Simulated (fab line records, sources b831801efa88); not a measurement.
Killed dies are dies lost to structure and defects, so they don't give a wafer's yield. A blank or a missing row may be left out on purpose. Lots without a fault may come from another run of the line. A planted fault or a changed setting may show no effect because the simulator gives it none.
One fault seen from 2 desks | flow sky130 | each desk has only its own numbers; what lay behind them comes last

THE METROLOGY DESK
What the gauges read, lot by lot, whatever tool the lot ran on: means of the sampled wafers that have a number. A lot is out of limits, marked OUT, if its mean lies more than 4 standard deviations from the usual mean; the brackets give that distance.
Columns: A = METAL5_ALCU_RS at SKY_METAL5_RS_MEAS_05, usual 0.0270 ohm/sq; B = METAL5_ALCU_THK at SKY_METAL5_THK_MEAS_06, usual 1166 nm
lot  | first seen here | A                | B
L400 | day 42 14:04    | 0.0270           | 1155
L401 | day 42 18:29    | 0.0268           | 1159
L402 | day 43 04:00    | 0.0268           | 1166
L404 | day 43 22:01    | 0.0270           | 1166
L405 | day 44 02:34    | 0.0267           | 1190
L406 | day 44 12:00    | 0.0270           | 1169
L414 | day 46 17:28    | 0.0226 (-13) OUT | 1432 (+15) OUT
L413 | day 46 18:20    | 0.0230 (-12) OUT | 1414 (+14) OUT
L417 | day 47 06:59    | 0.0268           | 1181
L419 | day 47 20:28    | 0.0271           | 1173
L420 | day 48 03:53    | 0.0263           | 1202
L422 | day 48 14:23    | 0.0270           | 1142
L423 | day 48 16:59    | 0.0272           | 1151
This desk's finding: out of limits on L413, L414; first on L414, day 46 17:28 (METAL5_ALCU_RS at SKY_METAL5_RS_MEAS_05). In limits: L400, L401, L402, L404, L405, L406, L417, L419, L420, L422, L423.

THE TOOL OWNER'S DESK: pvd_sputter-02
The tool's own readings at SKY_METAL5_SPUTTER_02 (material AlCu, target thk 1150 nm, time 61.2 s): means of the sampled wafers that have a number, for each lot that ran on this tool. A lot is out of limits, marked OUT, if its mean lies more than 4 standard deviations from the usual mean; the brackets give that distance.
Columns: A = throttle_valve_pct at SKY_METAL5_SPUTTER_02, usual 30.0 %
lot  | first seen here | A
L404 | day 43 21:54    | 29.8
L405 | day 44 02:26    | 29.8
L414 | day 46 17:19    | 30.1
L413 | day 46 18:13    | 29.4
This desk's finding: nothing out of limits on any of the 4 lots.

PUT TOGETHER
The metrology desk could have raised an alarm at day 46 17:28, on L413, L414.
The tool owner's desk saw nothing out of limits.
The tool owner's desk has L413, L414 on record, within its limits.
Of the lots named, all ran SKY_METAL5_SPUTTER_02 on pvd_sputter-02.

WHAT THE SIMULATOR HAD PUT IN
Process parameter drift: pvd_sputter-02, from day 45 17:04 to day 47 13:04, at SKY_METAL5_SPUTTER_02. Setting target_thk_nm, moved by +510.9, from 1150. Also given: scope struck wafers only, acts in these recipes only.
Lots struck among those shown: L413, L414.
Hours from the fault's start to each desk's first reading out of limits: the metrology desk, 24.
